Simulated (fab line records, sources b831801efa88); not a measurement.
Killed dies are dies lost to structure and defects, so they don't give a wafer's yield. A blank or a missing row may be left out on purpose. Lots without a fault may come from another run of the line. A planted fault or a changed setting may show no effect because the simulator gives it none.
A struck lot beside a sound one | flow gf180mcu | 14 steps out of a route of 602
Sound: wafers L442.1, L442.2, L442.5. Struck: wafers L449.1, L449.3, L449.6. The cause comes at the end.
At each step with rows: each side's tool, then ch and its chambers, then its first start. Under that, the readings that differ: sound wafers | struck wafers | difference of the means | sigmas: that difference in standard deviations of wafers without a fault.
alike: readings whose means differ by less than 2 such deviations, and words and numbers that are the same on both sides. not compared: withheld readings, readings that some wafer has no value for, bounds like >300 that may hide the same value, and numbers for which the record gives no deviation and whose values overlap.
The two part at a step that has a row with sigmas, a row that says differs or no value, or rows on one side only. Numbers that don't overlap but have no deviation are shown without sigmas and don't part them. A reading that every wafer of one side lacks parts them only if that side has two wafers or more.

first, 4 steps without rows for these wafers: GF_HV_LDD_IMPLANT_33; GF_HV_LDD_IMPLANT_34; GF_HV_LDD_IMPLANT_35; GF_HV_LDD_IMPLANT_36.
GF_HV_LDD_STRIP_37: strips in O2/N2.
  sound on plasma_asher-04 ch 0,1, day 13 12:53; struck on plasma_asher-01 ch 0,1, day 15 20:53
  alike: chamber_pressure_mTorr, drypump_motor_current_A, heater_power_w, oes_product_au, strip_time_to_endpoint_s
  not compared: rf_hours_counter_h
GF_HV_LDD_TW_MEAS_38:
  sound on film_metro-03, day 13 12:59; struck on film_metro-01, day 15 20:59
  reading     | sound          | struck         | difference | sigmas
  HV_LDD_3_TW | 1403 1413 1405 | 1435 1431 1438 | +28        | +2
then, 6 steps without rows for these wafers: GF_HV_LDD_DEHYDRATE_39 (time 60 s); GF_HV_LDD_HMDS_40 (prime time 60 s); GF_HV_LDD_COAT_41 (resist thk 1000 nm); GF_HV_LDD_SOFTBAKE_42 (time 60 s); GF_HV_LDD_EXPOSE_43 (exposes mask Pplus HV AREA, target cd 400 nm); GF_HV_LDD_PEB_44.
GF_HV_LDD_DEVELOP_45: develop time 60 s.
  sound on litho_track-03 ch 0, day 14 09:23; struck on litho_track-01, day 16 19:01
  no value came back on the struck wafers for chill_plate_temp_C (C), develop_time_s (s); on the sound wafers chill_plate_temp_C (C) reads 23.09 23.05 23.10
GF_HV_LDD_CD_MEAS_46: target cd 400 nm.
  sound on cd_sem-02, day 14 09:32; struck on cd_sem-01, day 16 19:10
  reading    | sound             | struck | difference                    | sigmas
  cd_nm (nm) | 398.3 396.0 398.7 | - - -  | no value on the struck wafers |

WHERE THEY PART
First at GF_HV_LDD_TW_MEAS_38; last, within this record, at GF_HV_LDD_CD_MEAS_46.

WHY: what the simulator had put in
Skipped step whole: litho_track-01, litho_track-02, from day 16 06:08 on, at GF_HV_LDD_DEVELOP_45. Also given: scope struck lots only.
